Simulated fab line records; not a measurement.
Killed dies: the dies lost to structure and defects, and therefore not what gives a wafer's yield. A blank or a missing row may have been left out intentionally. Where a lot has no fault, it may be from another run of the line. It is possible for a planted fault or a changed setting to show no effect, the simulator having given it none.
fab line records | flow gf180mcu
record lots=5 wafers=15 last-day=33
route steps=602 shown VT_IMPLANT@99 MVSD@136 NWELL@137 LVPWELL@138
lots that met no fault: taken from a fault-free run of the same line
start-h: the number of hours between the record's first day and the start of the first shown wafer of the lot | wait-h: hours since the lot's step before | " repeats the value in the row above | L1.1+2: a single row standing in for several wafers | - no value, or no start given | * or withheld: withheld | < > ~ a bound
route shown NAME@n: names a module that has steps shown in the file, with the first one's number in the route | usual: mean/standard deviation of fault-free wafers | same: alike in all rows | chamber/n: place in a boat | sites: readings site by site | _std_site: how widely they spread, as a standard deviation | _edge_site: the outer-site mean with the inner-site mean subtracted | radius-mm: how far each site lies from the wafer's centre | mask NAME#n: copy n | behind: the tool/chamber that last shaped the wafer | hold: what put the lot on hold/how long, in hours/how the hold closed | device: the transistor (n, p or np) that didn't switch | end of line: the tests these same wafers got at the end of their route | a step given without rows: its recipe and nothing more | killed: the dies lost at the first sort to structure and to defects; this is not the yield of the wafer | map: per-die view of a wafer (x killed, . not killed, _ where there is no die)
set.NAME: setting as actually run; set.NAME@STEP: the setting as run at that earlier step | model.NAME: the simulator's own value behind a step, which no gauge read
certain route steps with their lots: each step a table, each wafer a row
services: from which hour (start-h, from the record's first day; less than 0 if before it) a tool's chamber was out of use, for how many hours, and why
## steps
# step GF_VT_IMPLANT_STRIP_09
# recipe chemistry=O2/N2 power-w=1400 pressure-mtorr=1500 platen-temp-c=250 o2-flow-sccm=3000 n2-flow-sccm=300 overash-fraction=0.5
# usual chamber-pressure-mTorr=1500.0/1.3 drypump-motor-current-A=5.9/0.41 heater-power-w=339/33 oes-product-au=0.716/0.0048 platen-temp-c=249.99/0.18 strip-time-to-endpoint-s=12.663/0.03
# columns lot.wafer tool chamber start-h wait-h chamber-pressure-mTorr drypump-motor-current-A heater-power-w oes-product-au platen-temp-c rf-hours-counter-h strip-time-to-endpoint-s
L075.4 plasma-asher-03 1 116.32 0.1 1499.7 5.3 354 0.721 249.96 - 12.633
L075.5 " 0 " " 1498.4 6.0 361 0.704 249.78 - 12.674
L075.6 " 1 " " 1499.7 5.3 337 0.711 249.86 - 12.678
L077.2 plasma-asher-02 0 129.88 0.1 1500.7 5.8 289 0.713 250.23 50 12.683
L077.5 " 1 " " 1500.8 5.5 391 0.710 249.73 - 12.671
L077.6 " 0 " " 1500.9 5.8 305 0.712 249.87 - 12.703
L080.3 plasma-asher-03 0 149.77 0.1 1500.1 6.0 355 0.724 249.63 - 12.652
L080.4 " 1 " " 1500.8 5.3 352 0.717 249.83 - 12.648
L080.5 " 0 " " 1500.5 6.0 374 0.708 249.87 - 12.681
L083.2 plasma-asher-02 0 167.21 0.1 1497.8 5.7 299 0.713 250.04 53 12.666
L083.5 " 0 " " 1499.2 5.7 300 0.717 249.83 - 12.639
L083.6 " 1 " " 1499.3 5.5 410 0.717 250.19 - 12.603
L090.4 plasma-asher-02 1 209.99 0.1 1501.5 5.5 401 0.722 249.93 - 12.650
L090.5 " 1 " " 1500.1 5.5 404 0.715 250.04 - 12.689
L090.6 " 0 " " 1498.6 5.7 298 0.726 250.03 - 12.675
# step GF_VT_IMPLANT_TW_MEAS_10
# usual VT_IMPLANT_TW=564/3.8
# columns lot.wafer tool chamber start-h wait-h VT_IMPLANT_TW
L075.4 film-metro-04 - 116.41 0.1 564
L075.5 " - " " 562
L075.6 " - " " 564
L077.2 film-metro-01 - 129.99 0.1 568
L077.5 " - " " 566
L077.6 " - " " 563
L080.3 film-metro-02 - 149.85 0.1 561
L080.4 " - " " 566
L080.5 " - " " 567
L083.2 film-metro-04 - 167.32 0.1 562
L083.5 " - " " 560
L083.6 " - " " 561
L090.4 film-metro-01 - 210.09 0.1 563
L090.5 " - " " 566
L090.6 " - " " 563
# step GF_VT_IMPLANT_DEHYDRATE_11
# recipe temp-c=200 time-s=60
# columns lot.wafer tool chamber start-h wait-h
L075.4+5+6 litho-track-04 0 122.70 6.3
L077.2+5+6 litho-track-03 0 136.86 6.9
L080.3+4+5 litho-track-03 0 157.19 7.3
L083.2+5+6 litho-track-01 0 174.72 7.4
L090.4+5+6 litho-track-04 0 218.85 8.7
# step GF_VT_IMPLANT_HMDS_12
# recipe prime-time-s=60 prime-temp-c=120
# columns lot.wafer tool chamber start-h wait-h
L075.4+5+6 litho-track-04 0 122.85 0.1
L077.2+5+6 litho-track-03 0 137.01 0.1
L080.3+4+5 litho-track-03 0 157.34 0.1
L083.2+5+6 litho-track-01 0 174.87 0.1
L090.4+5+6 litho-track-04 0 219.00 0.1
# step GF_VT_IMPLANT_COAT_13
# recipe resist=NOVOLAK spin-rpm=3000 resist-thk-nm=1000
# columns lot.wafer tool chamber start-h wait-h
L075.4+5+6 litho-track-04 0 123.00 0.1
L077.2+5+6 litho-track-03 0 137.16 0.1
L080.3+4+5 litho-track-03 0 157.49 0.1
L083.2+5+6 litho-track-01 0 175.02 0.1
L090.4+5+6 litho-track-04 0 219.15 0.1
# step GF_VT_IMPLANT_SOFTBAKE_14
# recipe temp-c=90 time-s=60 resist=NOVOLAK
# columns lot.wafer tool chamber start-h wait-h
L075.4+5+6 litho-track-04 0 123.15 0.1
L077.2+5+6 litho-track-03 0 137.31 0.1
L080.3+4+5 litho-track-03 0 157.64 0.1
L083.2+5+6 litho-track-01 0 175.17 0.1
L090.4+5+6 litho-track-04 0 219.30 0.1
# step GF_VT_IMPLANT_EXPOSE_15
# recipe mask-id=Nwell_LV_AREA target-cd-nm=860 na=0.6 source-shape=conventional sigma-outer=0.6 dose-mj=140
# columns lot.wafer tool chamber start-h wait-h mask
L075.4+5+6 iline-stepper-01 0 - - Nwell_LV_AREA#0
L077.2+5+6 iline-stepper-02 0 - - Nwell_LV_AREA#0
L080.3+4+5 iline-stepper-02 0 - - Nwell_LV_AREA#0
L083.2+5+6 iline-stepper-02 0 - - Nwell_LV_AREA#0
L090.4+5+6 iline-stepper-01 0 - - Nwell_LV_AREA#0
# step GF_VT_IMPLANT_PEB_16
# recipe temp-c=withheld time-s=* resist=NOVOLAK
# columns lot.wafer tool chamber start-h wait-h
L075.4+5+6 litho-track-03 0 - -
L077.2+5+6 litho-track-04 0 - -
L080.3+4+5 litho-track-04 0 - -
L083.2+5+6 litho-track-04 0 - -
L090.4+5+6 litho-track-03 0 - -
# step GF_VT_IMPLANT_DEVELOP_17
# recipe develop-time-s=60 dev-temp-c=23
# columns lot.wafer tool chamber start-h wait-h
L075.4+5+6 litho-track-03 0 130.66 0.1
L077.2+5+6 litho-track-04 0 144.50 0.1
L080.3+4+5 litho-track-04 0 165.37 0.1
L083.2+5+6 litho-track-04 0 183.40 0.1
L090.4+5+6 litho-track-03 0 227.81 0.1
# step GF_VT_IMPLANT_OVL_MEAS_18
# usual VT_IMPLANT_01_OVL=0.5/1.2
# columns lot.wafer tool chamber start-h wait-h VT_IMPLANT_01_OVL[nm]
L075.4 overlay-02 - 130.76 0.1 1.0
L075.5 " - " " 1.9
L075.6 " - " " 0.1
L077.2 overlay-02 - 144.63 0.1 1.5
L077.5 " - " " 0.4
L077.6 " - " " 1.9
L080.3 overlay-02 - 165.49 0.1 -0.1
L080.4 " - " " 1.2
L080.5 " - " " 0.4
L083.2 overlay-02 - 183.53 0.1 0.8
L083.5 " - " " 0.0
L083.6 " - " " -0.4
L090.4 overlay-02 - 227.91 0.1 0.0
L090.5 " - " " 2.8
L090.6 " - " " -0.1
# step GF_VT_IMPLANT_IMPLANT_19
# recipe species=As energy-kev=100 dose-cm2=4.35e+12 tilt-deg=7
# usual beam-energy-keV=99.99/0.032 tilt-deg=6.999/0.02
# columns lot.wafer tool chamber start-h wait-h beam-energy-keV tilt-deg
L075.4 implanter-02 0 130.85 0.1 99.99 6.975
L075.5 " 0 " " 100.03 6.949
L075.6 " 0 " " 100.00 6.977
L077.2 implanter-03 0 144.68 0.0 100.07 6.995
L077.5 " 0 " " 100.05 6.979
L077.6 " 0 " " 100.00 6.965
L080.3 implanter-04 0 165.56 0.1 100.05 6.990
L080.4 " 0 " " 100.04 7.003
L080.5 " 0 " " 100.02 7.007
L083.2 implanter-02 0 183.58 0.0 99.96 6.942
L083.5 " 0 " " 99.95 6.993
L083.6 " 0 " " 99.92 6.951
L090.4 implanter-02 0 228.00 0.1 100.00 7.008
L090.5 " 0 " " 99.97 7.010
L090.6 " 0 " " 100.00 7.007
# step GF_VT_IMPLANT_STRIP_20
# recipe chemistry=O2/N2 power-w=1400 pressure-mtorr=1500 platen-temp-c=250 o2-flow-sccm=3000 n2-flow-sccm=300 overash-fraction=0.5
# usual chamber-pressure-mTorr=1500.0/1.4 drypump-motor-current-A=5.8/0.38 heater-power-w=344/36 oes-product-au=0.717/0.0044 platen-temp-c=249.98/0.2 strip-time-to-endpoint-s=12.647/0.029
# columns lot.wafer tool chamber start-h wait-h chamber-pressure-mTorr drypump-motor-current-A heater-power-w oes-product-au platen-temp-c rf-hours-counter-h strip-time-to-endpoint-s
L075.4 plasma-asher-03 0 130.96 0.1 1499.5 6.0 364 0.716 249.82 - 12.640
L075.5 " 0 " " 1500.3 6.0 360 0.707 249.99 - 12.625
L075.6 " 1 " " 1498.0 5.3 341 0.722 250.05 - 12.661
L077.2 plasma-asher-02 0 144.81 0.1 1501.5 5.7 297 0.717 249.99 51 12.689
L077.5 " 1 " " 1499.1 5.4 407 0.711 250.23 - 12.654
L077.6 " 0 " " 1499.2 5.7 301 0.711 250.01 - 12.647
L080.3 plasma-asher-04 0 165.69 0.1 1503.1 5.9 334 0.715 250.03 - 12.619
L080.4 " 1 " " 1498.6 6.5 329 0.707 250.10 - 12.604
L080.5 " 0 " " 1501.1 5.9 321 0.713 250.24 - 12.648
L083.2 plasma-asher-02 1 183.71 0.1 1498.8 5.5 393 0.721 250.16 55 12.621
L083.5 " 0 " " 1498.3 5.8 298 0.719 250.14 - 12.700
L083.6 " 1 " " 1497.5 5.4 406 0.718 249.90 - 12.624
L090.4 plasma-asher-03 1 228.11 0.1 1501.0 5.3 352 0.722 249.86 - 12.686
L090.5 " 1 " " 1499.6 5.2 346 0.716 250.01 - 12.621
L090.6 " 0 " " 1500.1 6.0 369 0.716 250.31 - 12.643
# step GF_VT_IMPLANT_TW_MEAS_21
# usual VT_IMPLANT_2_TW=1218/7.5
# columns lot.wafer tool chamber start-h wait-h VT_IMPLANT_2_TW
L075.4 film-metro-01 - 131.06 0.1 1221
L075.5 " - " " 1222
L075.6 " - " " 1220
L077.2 film-metro-02 - 144.92 0.1 1224
L077.5 " - " " 1224
L077.6 " - " " 1223
L080.3 film-metro-02 - 165.78 0.1 1229
L080.4 " - " " 1223
L080.5 " - " " 1223
L083.2 film-metro-04 - 183.82 0.1 1210
L083.5 " - " " 1211
L083.6 " - " " 1219
L090.4 film-metro-04 - 228.20 0.1 1211
L090.5 " - " " 1206
L090.6 " - " " 1206
# step GF_VT_IMPLANT_DEHYDRATE_22
# recipe temp-c=200 time-s=60
# columns lot.wafer tool chamber start-h wait-h
L075.4+5+6 litho-track-04 0 137.70 6.6
L077.2+5+6 litho-track-03 0 152.26 7.3
L080.3+4+5 litho-track-01 0 173.25 7.5
L083.2+5+6 litho-track-03 0 191.26 7.4
L090.4+5+6 litho-track-03 0 236.96 8.7
# step GF_VT_IMPLANT_HMDS_23
# recipe prime-time-s=60 prime-temp-c=120
# columns lot.wafer tool chamber start-h wait-h
L075.4+5+6 litho-track-04 0 137.85 0.1
L077.2+5+6 litho-track-03 0 152.41 0.1
L080.3+4+5 litho-track-01 0 173.40 0.1
L083.2+5+6 litho-track-03 0 191.41 0.1
L090.4+5+6 litho-track-03 0 237.11 0.1
# step GF_VT_IMPLANT_COAT_24
# recipe resist=NOVOLAK spin-rpm=3000 resist-thk-nm=1000
# columns lot.wafer tool chamber start-h wait-h
L075.4+5+6 litho-track-04 0 138.00 0.1
L077.2+5+6 litho-track-03 0 152.56 0.1
L080.3+4+5 litho-track-01 0 173.55 0.1
L083.2+5+6 litho-track-03 0 191.56 0.1
L090.4+5+6 litho-track-03 0 237.26 0.1
# step GF_VT_IMPLANT_SOFTBAKE_25
# recipe temp-c=90 time-s=60 resist=NOVOLAK
# columns lot.wafer tool chamber start-h wait-h
L075.4+5+6 litho-track-04 0 138.15 0.1
L077.2+5+6 litho-track-03 0 152.71 0.1
L080.3+4+5 litho-track-01 0 173.70 0.1
L083.2+5+6 litho-track-03 0 191.71 0.1
L090.4+5+6 litho-track-03 0 237.41 0.1
# step GF_VT_IMPLANT_EXPOSE_26
# recipe mask-id=LVPWELL_HV_AREA target-cd-nm=860 na=0.6 source-shape=conventional sigma-outer=0.6 dose-mj=140
# columns lot.wafer tool chamber start-h wait-h mask
L075.4+5+6 iline-stepper-01 0 - - LVPWELL_HV_AREA#0
L077.2+5+6 iline-stepper-02 0 - - LVPWELL_HV_AREA#0
L080.3+4+5 iline-stepper-01 0 - - LVPWELL_HV_AREA#0
L083.2+5+6 iline-stepper-01 0 - - LVPWELL_HV_AREA#0
L090.4+5+6 iline-stepper-01 0 - - LVPWELL_HV_AREA#0
# step GF_VT_IMPLANT_PEB_27
# recipe temp-c=withheld time-s=* resist=NOVOLAK
# columns lot.wafer tool chamber start-h wait-h
L075.4+5+6 litho-track-03 0 - -
L077.2+5+6 litho-track-03 0 - -
L080.3+4+5 litho-track-04 0 - -
L083.2+5+6 litho-track-03 0 - -
L090.4+5+6 litho-track-03 0 - -
# step GF_VT_IMPLANT_DEVELOP_28
# recipe develop-time-s=60 dev-temp-c=23
# columns lot.wafer tool chamber start-h wait-h
L075.4+5+6 litho-track-03 0 145.81 0.1
L077.2+5+6 litho-track-03 0 160.51 0.1
L080.3+4+5 litho-track-04 0 182.22 0.1
L083.2+5+6 litho-track-03 0 200.36 0.1
L090.4+5+6 litho-track-03 0 246.71 0.1
# step GF_VT_IMPLANT_OVL_MEAS_29
# usual VT_IMPLANT_02_OVL=0.1/1.4
# columns lot.wafer tool chamber start-h wait-h VT_IMPLANT_02_OVL[nm]
L075.4 overlay-02 - 145.91 0.1 -0.1
L075.5 " - " " -1.1
L075.6 " - " " -0.2
L077.2 overlay-02 - 160.67 0.1 1.2
L077.5 " - " " -0.9
L077.6 " - " " 0.4
L080.3 overlay-02 - 182.34 0.1 1.6
L080.4 " - " " 0.7
L080.5 " - " " 0.4
L083.2 overlay-01 - 200.49 0.1 -1.4
L083.5 " - " " -1.8
L083.6 " - " " 0.5
L090.4 overlay-01 - 246.81 0.1 -0.5
L090.5 " - " " 2.3
L090.6 " - " " 0.6
# step GF_VT_IMPLANT_IMPLANT_30
# recipe species=B energy-kev=25 dose-cm2=2.534e+12 tilt-deg=7
# usual beam-energy-keV=25.001/0.0079 tilt-deg=6.996/0.019
# columns lot.wafer tool chamber start-h wait-h beam-energy-keV tilt-deg
L075.4 implanter-03 0 146.00 0.1 25.006 7.007
L075.5 " 0 " " 25.006 7.010
L075.6 " 0 " " 25.003 7.004
L077.2 implanter-03 0 160.72 0.0 25.003 7.002
L077.5 " 0 " " 25.000 7.011
L077.6 " 0 " " 25.017 6.997
L080.3 implanter-03 0 182.41 0.1 25.013 6.987
L080.4 " 0 " " 25.001 6.958
L080.5 " 0 " " 24.999 6.985
L083.2 implanter-03 0 200.55 0.0 24.997 7.007
L083.5 " 0 " " 25.003 6.973
L083.6 " 0 " " 25.011 6.981
L090.4 implanter-02 0 246.90 0.1 24.994 6.987
L090.5 " 0 " " 24.999 7.016
L090.6 " 0 " " 25.010 6.992
# step GF_VT_IMPLANT_STRIP_31
# recipe chemistry=O2/N2 power-w=1400 pressure-mtorr=1500 platen-temp-c=250 o2-flow-sccm=3000 n2-flow-sccm=300 overash-fraction=0.5
# usual chamber-pressure-mTorr=1499.9/1.2 drypump-motor-current-A=5.8/0.41 heater-power-w=342/32 oes-product-au=0.716/0.0038 platen-temp-c=250.01/0.15 strip-time-to-endpoint-s=12.66/0.035
# columns lot.wafer tool chamber start-h wait-h chamber-pressure-mTorr drypump-motor-current-A heater-power-w oes-product-au platen-temp-c rf-hours-counter-h strip-time-to-endpoint-s
L075.4 plasma-asher-04 1 146.11 0.1 1499.4 6.5 315 0.718 250.02 - 12.66
L075.5 " 0 " " 1500.3 5.9 330 0.716 250.35 - 12.68
L075.6 " 1 " " 1501.2 6.6 326 0.718 249.87 - 12.68
L077.2 plasma-asher-04 0 160.85 0.1 1500.1 5.9 317 0.716 250.11 52 12.67
L077.5 " 1 " " 1498.7 6.5 325 0.715 249.97 - 12.66
L077.6 " 0 " " 1499.8 5.9 325 0.715 249.92 - 12.65
L080.3 plasma-asher-03 1 182.54 0.1 1500.9 5.3 358 0.718 249.89 - 12.68
L080.4 " 0 " " 1497.6 6.0 356 0.719 249.89 - 12.68
L080.5 " 1 " " 1500.2 5.3 340 0.713 250.15 - 12.65
L083.2 plasma-asher-02 1 200.67 0.1 1500.3 5.4 408 0.707 249.76 57 12.64
L083.5 " 1 " " 1498.7 5.4 397 0.715 249.83 - 12.64
L083.6 " 0 " " 1502.3 5.8 294 0.716 249.78 - 12.67
L090.4 plasma-asher-04 0 247.01 0.1 1500.5 5.9 337 0.709 249.96 - 12.64
L090.5 " 0 " " 1498.0 5.9 318 0.720 249.76 - 12.60
L090.6 " 1 " " 1500.1 6.5 326 0.717 250.33 - 12.67
# step GF_VT_IMPLANT_TW_MEAS_32
# usual VT_IMPLANT_3_TW=269.3/1.6
# columns lot.wafer tool chamber start-h wait-h VT_IMPLANT_3_TW
L075.4 film-metro-01 - 146.21 0.1 272.5
L075.5 " - " " 271.4
L075.6 " - " " 271.4
L077.2 film-metro-01 - 160.96 0.1 270.7
L077.5 " - " " 269.5
L077.6 " - " " 270.4
L080.3 film-metro-01 - 182.63 0.1 268.8
L080.4 " - " " 269.3
L080.5 " - " " 270.4
L083.2 film-metro-04 - 200.80 0.1 268.0
L083.5 " - " " 268.0
L083.6 " - " " 268.5
L090.4 film-metro-01 - 247.10 0.1 272.2
L090.5 " - " " 271.4
L090.6 " - " " 270.3
# step GF_VT_IMPLANT_DEHYDRATE_33
# recipe temp-c=200 time-s=60
# columns lot.wafer tool chamber start-h wait-h
L075.4+5+6 litho-track-04 0 153.50 7.3
L077.2+5+6 litho-track-01 0 168.72 7.8
L080.3+4+5 litho-track-03 0 190.09 7.4
L083.2+5+6 litho-track-03 0 208.76 8.0
L090.4+5+6 litho-track-03 0 255.71 8.6
# step GF_VT_IMPLANT_HMDS_34
# recipe prime-time-s=60 prime-temp-c=120
# columns lot.wafer tool chamber start-h wait-h
L075.4+5+6 litho-track-04 0 153.65 0.1
L077.2+5+6 litho-track-01 0 168.87 0.1
L080.3+4+5 litho-track-03 0 190.24 0.1
L083.2+5+6 litho-track-03 0 208.91 0.1
L090.4+5+6 litho-track-03 0 255.86 0.1
# step GF_VT_IMPLANT_COAT_35
# recipe resist=NOVOLAK spin-rpm=3000 resist-thk-nm=1000
# columns lot.wafer tool chamber start-h wait-h
L075.4+5+6 litho-track-04 0 153.80 0.1
L077.2+5+6 litho-track-01 0 169.02 0.1
L080.3+4+5 litho-track-03 0 190.39 0.1
L083.2+5+6 litho-track-03 0 209.06 0.1
L090.4+5+6 litho-track-03 0 256.01 0.1
# step GF_VT_IMPLANT_SOFTBAKE_36
# recipe temp-c=90 time-s=60 resist=NOVOLAK
# columns lot.wafer tool chamber start-h wait-h
L075.4+5+6 litho-track-04 0 153.95 0.1
L077.2+5+6 litho-track-01 0 169.17 0.1
L080.3+4+5 litho-track-03 0 190.54 0.1
L083.2+5+6 litho-track-03 0 209.21 0.1
L090.4+5+6 litho-track-03 0 256.16 0.1
# step GF_VT_IMPLANT_EXPOSE_37
# recipe mask-id=Nwell_HV_AREA target-cd-nm=860 na=0.6 source-shape=conventional sigma-outer=0.6 dose-mj=140
# columns lot.wafer tool chamber start-h wait-h mask
L075.4+5+6 iline-stepper-01 0 - - Nwell_HV_AREA#0
L077.2+5+6 iline-stepper-02 0 - - Nwell_HV_AREA#0
L080.3+4+5 iline-stepper-01 0 - - Nwell_HV_AREA#0
L083.2+5+6 iline-stepper-02 0 - - Nwell_HV_AREA#0
L090.4+5+6 iline-stepper-01 0 - - Nwell_HV_AREA#0
# step GF_VT_IMPLANT_PEB_38
# recipe temp-c=withheld time-s=* resist=NOVOLAK
# columns lot.wafer tool chamber start-h wait-h
L075.4+5+6 litho-track-04 0 - -
L077.2+5+6 litho-track-03 0 - -
L080.3+4+5 litho-track-03 0 - -
L083.2+5+6 litho-track-01 0 - -
L090.4+5+6 litho-track-01 0 - -
# step GF_VT_IMPLANT_DEVELOP_39
# recipe develop-time-s=60 dev-temp-c=23
# columns lot.wafer tool chamber start-h wait-h
L075.4+5+6 litho-track-04 0 162.20 0.1
L077.2+5+6 litho-track-03 0 177.06 0.1
L080.3+4+5 litho-track-03 0 198.84 0.1
L083.2+5+6 litho-track-01 0 218.02 0.1
L090.4+5+6 litho-track-01 0 265.82 0.1
# step GF_VT_IMPLANT_OVL_MEAS_40
# usual VT_IMPLANT_03_OVL=0.2/1.8
# columns lot.wafer tool chamber start-h wait-h VT_IMPLANT_03_OVL[nm]
L075.4 overlay-02 - 162.29 0.1 2.9
L075.5 " - " " 0.7
L075.6 " - " " 0.3
L077.2 overlay-02 - 177.22 0.1 -0.8
L077.5 " - " " -1.2
L077.6 " - " " 0.4
L080.3 overlay-01 - 198.95 0.1 -0.9
L080.4 " - " " -0.7
L080.5 " - " " -0.4
L083.2 overlay-01 - 218.15 0.1 -0.9
L083.5 " - " " -0.3
L083.6 " - " " -0.5
L090.4 overlay-02 - 265.91 0.1 3.2
L090.5 " - " " 3.7
L090.6 " - " " 2.4
# step GF_VT_IMPLANT_IMPLANT_41
# recipe species=As energy-kev=70 dose-cm2=1.013e+12 tilt-deg=7
# usual beam-energy-keV=69.995/0.024 tilt-deg=7.003/0.021
# columns lot.wafer tool chamber start-h wait-h beam-energy-keV tilt-deg
L075.4 implanter-03 0 162.38 0.1 69.993 6.975
L075.5 " 0 " " 69.993 7.006
L075.6 " 0 " " 69.978 6.992
L077.2 implanter-03 0 177.27 0.0 69.981 7.003
L077.5 " 0 " " 69.998 7.025
L077.6 " 0 " " 70.004 7.039
L080.3 implanter-02 0 199.02 0.1 69.952 7.001
L080.4 " 0 " " 69.971 6.977
L080.5 " 0 " " 69.954 7.010
L083.2 implanter-02 0 218.21 0.0 69.974 6.964
L083.5 " 0 " " 70.003 7.003
L083.6 " 0 " " 70.013 7.013
L090.4 implanter-02 0 266.01 0.1 70.008 6.989
L090.5 " 0 " " 69.982 6.975
L090.6 " 0 " " 69.978 6.982
# step GF_VT_IMPLANT_STRIP_42
# recipe chemistry=O2/N2 power-w=1400 pressure-mtorr=1500 platen-temp-c=250 o2-flow-sccm=3000 n2-flow-sccm=300 overash-fraction=0.5
# usual chamber-pressure-mTorr=1500.2/1.5 drypump-motor-current-A=5.8/0.39 heater-power-w=342/37 oes-product-au=0.715/0.0045 platen-temp-c=249.98/0.16 strip-time-to-endpoint-s=12.64/0.033
# columns lot.wafer tool chamber start-h wait-h chamber-pressure-mTorr drypump-motor-current-A heater-power-w oes-product-au platen-temp-c rf-hours-counter-h strip-time-to-endpoint-s
L075.4 plasma-asher-02 0 162.49 0.1 1502.4 5.7 296 0.710 249.96 - 12.61
L075.5 " 0 " " 1498.9 5.8 295 0.716 250.14 - 12.59
L075.6 " 1 " " 1499.9 5.5 412 0.716 249.88 - 12.60
L077.2 plasma-asher-02 0 177.40 0.1 1500.0 5.8 291 0.711 249.67 54 12.67
L077.5 " 0 " " 1501.2 5.8 290 0.714 250.07 - 12.70
L077.6 " 1 " " 1497.3 5.5 406 0.715 249.96 - 12.67
L080.3 plasma-asher-03 1 199.16 0.1 1496.8 5.3 343 0.710 250.03 - 12.67
L080.4 " 0 " " 1501.6 6.0 358 0.711 249.69 - 12.70
L080.5 " 0 " " 1500.8 6.0 353 0.725 249.93 - 12.68
L083.2 plasma-asher-02 0 218.33 0.1 1499.5 5.8 298 0.707 249.96 59 12.64
L083.5 " 1 " " 1500.9 5.5 410 0.715 249.74 - 12.70
L083.6 " 0 " " 1499.9 5.8 287 0.714 249.98 - 12.70
L090.4 plasma-asher-03 1 266.11 0.1 1502.2 5.3 345 0.717 250.02 - 12.69
L090.5 " 0 " " 1503.1 6.0 358 0.710 250.04 - 12.66
L090.6 " 1 " " 1500.0 5.3 343 0.711 249.53 - 12.65
# step GF_VT_IMPLANT_TW_MEAS_43
# usual VT_IMPLANT_4_TW=693/3.5
# columns lot.wafer tool chamber start-h wait-h VT_IMPLANT_4_TW
L075.4 film-metro-02 - 162.59 0.1 690
L075.5 " - " " 693
L075.6 " - " " 692
L077.2 film-metro-04 - 177.51 0.1 689
L077.5 " - " " 693
L077.6 " - " " 688
L080.3 film-metro-02 - 199.24 0.1 695
L080.4 " - " " 696
L080.5 " - " " 696
L083.2 film-metro-02 - 218.44 0.1 695
L083.5 " - " " 696
L083.6 " - " " 695
L090.4 film-metro-02 - 266.21 0.1 689
L090.5 " - " " 688
L090.6 " - " " 690
# step GF_VT_IMPLANT_CLEAN_44
# recipe chemistry=SC1/SC2 mix=1:4:20 temp-c=70 time-s=150 dry=n2-spin
# usual bath-heat-duty-pct=14.3/1.3
# columns lot.wafer tool chamber start-h wait-h bath-heat-duty-pct
L075.4 wet-bench-03 1 162.62 0.0 13.9
L075.5 " 1 " " 13.5
L075.6 " 1 " " 13.4
L077.2 wet-bench-02 2 177.56 0.0 15.6
L077.5 " 2 " " 15.1
L077.6 " 2 " " 17.0
L080.3 wet-bench-02 2 199.28 0.0 14.5
L080.4 " 2 " " 16.9
L080.5 " 2 " " 16.5
L083.2 wet-bench-03 3 218.49 0.0 12.9
L083.5 " 3 " " 11.9
L083.6 " 3 " " 11.9
L090.4 wet-bench-04 3 266.24 0.0 15.2
L090.5 " 3 " " 15.4
L090.6 " 3 " " 15.2
# step GF_VT_IMPLANT_RTA_45
# recipe temp-c=1050 time-s=30 ambient=N2
# usual lamp-power-pct=35.1/0.62 wafer_temp_C_max=1053.7/0.8
# columns lot.wafer tool chamber start-h wait-h lamp-power-pct wafer_temp_C_max
L075.4 rtp-anneal-02 0 162.73 0.1 35.8 1052.0
L075.5 " 0 " " 35.7 1053.4
L075.6 " 0 " " 35.7 1053.3
L077.2 rtp-anneal-02 0 177.62 0.0 35.7 1053.3
L077.5 " 0 " " 35.8 1053.4
L077.6 " 0 " " 35.8 1053.4
L080.3 rtp-anneal-01 0 199.37 0.0 34.6 1054.3
L080.4 " 0 " " 34.5 1054.4
L080.5 " 0 " " 34.5 1054.2
L083.2 rtp-anneal-02 0 218.56 0.0 35.8 1052.9
L083.5 " 0 " " 35.7 1055.3
L083.6 " 0 " " 35.8 1054.6
L090.4 rtp-anneal-01 0 266.34 0.1 34.5 1052.6
L090.5 " 0 " " 34.6 1052.8
L090.6 " 0 " " 34.5 1054.1
# step GF_VT_IMPLANT_RS_MEAS_46
# recipe thk-meas-gauge=four-point-probe
# usual MVSD_RS=456.4/1.5
# columns lot.wafer tool chamber start-h wait-h MVSD_RS[ohm/sq]
L075.4 film-metro-01 - 162.84 0.1 457.2
L075.5 " - " " 457.4
L075.6 " - " " 457.5
L077.2 film-metro-03 - 177.73 0.1 456.7
L077.5 " - " " 457.4
L077.6 " - " " 457.6
L080.3 film-metro-04 - 199.47 0.1 457.2
L080.4 " - " " 457.7
L080.5 " - " " 456.6
L083.2 film-metro-04 - 218.66 0.1 459.6
L083.5 " - " " 458.3
L083.6 " - " " 458.1
L090.4 film-metro-03 - 266.45 0.1 458.6
L090.5 " - " " 458.1
L090.6 " - " " 458.7
# step GF_VT_IMPLANT_RS_MEAS_47
# recipe thk-meas-gauge=four-point-probe
# usual NWELL_RS=487.7/1.4
# columns lot.wafer tool chamber start-h wait-h NWELL_RS[ohm/sq]
L075.4 film-metro-01 - 162.96 0.1 487.6
L075.5 " - " " 487.7
L075.6 " - " " 487.8
L077.2 film-metro-03 - 177.85 0.1 485.8
L077.5 " - " " 487.8
L077.6 " - " " 486.4
L080.3 film-metro-04 - 199.59 0.1 490.1
L080.4 " - " " 490.6
L080.5 " - " " 490.8
L083.2 film-metro-04 - 218.78 0.1 488.4
L083.5 " - " " 489.0
L083.6 " - " " 490.2
L090.4 film-metro-03 - 266.57 0.1 488.1
L090.5 " - " " 488.4
L090.6 " - " " 487.6
# step GF_VT_IMPLANT_RS_MEAS_48
# recipe thk-meas-gauge=four-point-probe
# usual LVPWELL_RS=1196/4.1
# columns lot.wafer tool chamber start-h wait-h LVPWELL_RS[ohm/sq]
L075.4 film-metro-01 - 163.08 0.1 1194
L075.5 " - " " 1194
L075.6 " - " " 1191
L077.2 film-metro-03 - 177.97 0.1 1201
L077.5 " - " " 1196
L077.6 " - " " 1202
L080.3 film-metro-04 - 199.71 0.1 1195
L080.4 " - " " 1198
L080.5 " - " " 1198
L083.2 film-metro-04 - 218.90 0.1 1192
L083.5 " - " " 1197
L083.6 " - " " 1192
L090.4 film-metro-03 - 266.69 0.1 1196
L090.5 " - " " 1200
L090.6 " - " " 1195
## services
# columns tool chamber start-h hours kind
rtp-anneal-02 - 103.26 3.1 pm
implanter-03 - 132.84 3.6 repair
implanter-04 - 160.58 2.9 pm
plasma-asher-04 - 176.37 1.9 repair
iline-stepper-01 - 201.21 1.7 pm
implanter-02 - 203.82 2.9 pm
implanter-04 - 207.06 17.3 pm
iline-stepper-01 0 212.17 - calibration
wet-bench-02 - 212.53 4.2 repair
iline-stepper-01 - 216.96 2.1 pm
iline-stepper-01 - 219.05 - consumable-replace:lamp
plasma-asher-03 - 223.86 2.8 pm
litho-track-04 - 244.92 - consumable-replace:filter
implanter-02 - 247.60 1.9 repair
implanter-04 - 259.88 14.8 repair
## key
fault none
